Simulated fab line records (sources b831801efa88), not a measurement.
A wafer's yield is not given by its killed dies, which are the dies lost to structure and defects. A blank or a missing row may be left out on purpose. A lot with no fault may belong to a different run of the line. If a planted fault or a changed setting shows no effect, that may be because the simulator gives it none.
Comparing a struck lot with a sound one ; flow sky130 ; 26 out of 708 route steps
Sound: wafers L835.3, L835.4, L835.6. Struck: wafers L844.1, L844.3, L844.5. Last of all comes the cause.
For every step that has rows: the tool of each side, followed by ch and its chambers, followed by its first start. Under that, the readings that differ: sound wafers ; struck wafers ; difference of the means ; sigmas: that difference in standard deviations of wafers without a fault.
alike: readings whose means differ by less than 2 such deviations, and words and numbers that are the same on both sides. not compared: withheld readings, readings that some wafer has no value for, bounds like >300 that may hide the same value, and numbers for which the record gives no deviation and whose values overlap.
The two part at a step that has a row with sigmas, a row that says differs or no value, or rows on one side only. When numbers do not overlap yet have no deviation, they are printed without sigmas and do not part them. A reading missing from all wafers of one side parts the sides only when that side holds two or more wafers.

SKY_PWDE_TW_MEAS_10:
  sound: film_metro-03 at day 4 03:21; struck: film_metro-02 at day 6 03:53
reading;sound;struck;difference;sigmas
PWDE_TW;368 367 365;377 375 376;+9;+2
then, 7 steps without rows for these wafers: SKY_NWELL_DEHYDRATE_03 (time 60 s); SKY_NWELL_HMDS_04 (prime time 60 s); SKY_NWELL_COAT_05 (resist thk 3000 nm); SKY_NWELL_SOFTBAKE_06; SKY_NWELL_EXPOSE_07 (exposes mask NWM, target cd 840 nm); SKY_NWELL_PEB_08; SKY_NWELL_DEVELOP_09 (develop time 60 s).
SKY_NWELL_OVL_MEAS_10:
  sound: overlay-01 at day 4 20:04; struck: overlay-01 at day 6 21:31
  alike: NWELL_00_OVL
then, 3 steps without rows for these wafers: SKY_NWELL_IMPLANT_11; SKY_NWELL_IMPLANT_12; SKY_NWELL_IMPLANT_13.
SKY_NWELL_STRIP_14: strips in O2/N2.
  sound on plasma_asher-04 ch 0,1, day 4 20:34; struck on plasma_asher-02 ch 0,1, day 6 22:00
reading;sound;struck;difference;sigmas
oes_product_au (a.u.);0.722 0.714 0.724;0.921 0.922 0.918;+0.200;+49
strip_time_to_endpoint_s (s);36.80 36.88 36.85;- - -;no value on the struck wafers;
model.coat_of_NWELL_COAT_05.thk_nm (nm);0 0 0;1830 1829 1826;+1828;
  alike: drypump_motor_current_A, o2_flow_sccm
  not compared: rf_hours_counter_h
SKY_NWELL_TW_MEAS_15:
  sound: film_metro-03 at day 4 20:40; struck: film_metro-04 at day 6 22:06
reading;sound;struck;difference;sigmas
NWELL_TW;1790 1789 1778;1843 1844 1829;+53;+2
then, 7 steps without rows for these wafers: SKY_NWELL_DEHYDRATE_16 (time 60 s); SKY_NWELL_HMDS_17 (prime time 60 s); SKY_NWELL_COAT_18 (resist thk 3000 nm); SKY_NWELL_SOFTBAKE_19; SKY_NWELL_EXPOSE_20 (exposes mask NWM COMPLEMENT, target cd 840 nm); SKY_NWELL_PEB_21; SKY_NWELL_DEVELOP_22 (develop time 60 s).
SKY_NWELL_OVL_MEAS_23:
  sound: overlay-01 at day 5 14:17; struck: overlay-02 at day 7 14:04
  alike: NWELL_01_OVL
next, for these wafers, 1 step has no rows: SKY_NWELL_IMPLANT_24.
SKY_NWELL_STRIP_25: strips in O2/N2.
  sound on plasma_asher-01 ch 0,1, day 5 14:29; struck on plasma_asher-02 ch 0,1, day 7 14:15
reading;sound;struck;difference;sigmas
oes_product_au (a.u.);0.726 0.713 0.717;0.729 0.731 0.728;+0.011;+2
strip_time_to_endpoint_s (s);36.96 36.83 36.97;63.94 64.08 64.10;+27.12;+99 or more
  alike: drypump_motor_current_A, o2_flow_sccm
  not compared: rf_hours_counter_h
SKY_NWELL_TW_MEAS_26:
  sound: film_metro-04 at day 5 14:34; struck: film_metro-04 at day 7 14:35
reading;sound;struck;difference;sigmas
NWELL_2_TW;496 498 500;30 30 30;-468;-70
  not compared: hold
SKY_PAD_OPEN_PROBE_99:
  sound wafers here have rows in the record (prober-01, day 45 17:38); struck ones have none

WHERE THEY PART
At SKY_PWDE_TW_MEAS_10 first; at SKY_PAD_OPEN_PROBE_99 last (within this record only).

WHY: what had been put in by the simulator
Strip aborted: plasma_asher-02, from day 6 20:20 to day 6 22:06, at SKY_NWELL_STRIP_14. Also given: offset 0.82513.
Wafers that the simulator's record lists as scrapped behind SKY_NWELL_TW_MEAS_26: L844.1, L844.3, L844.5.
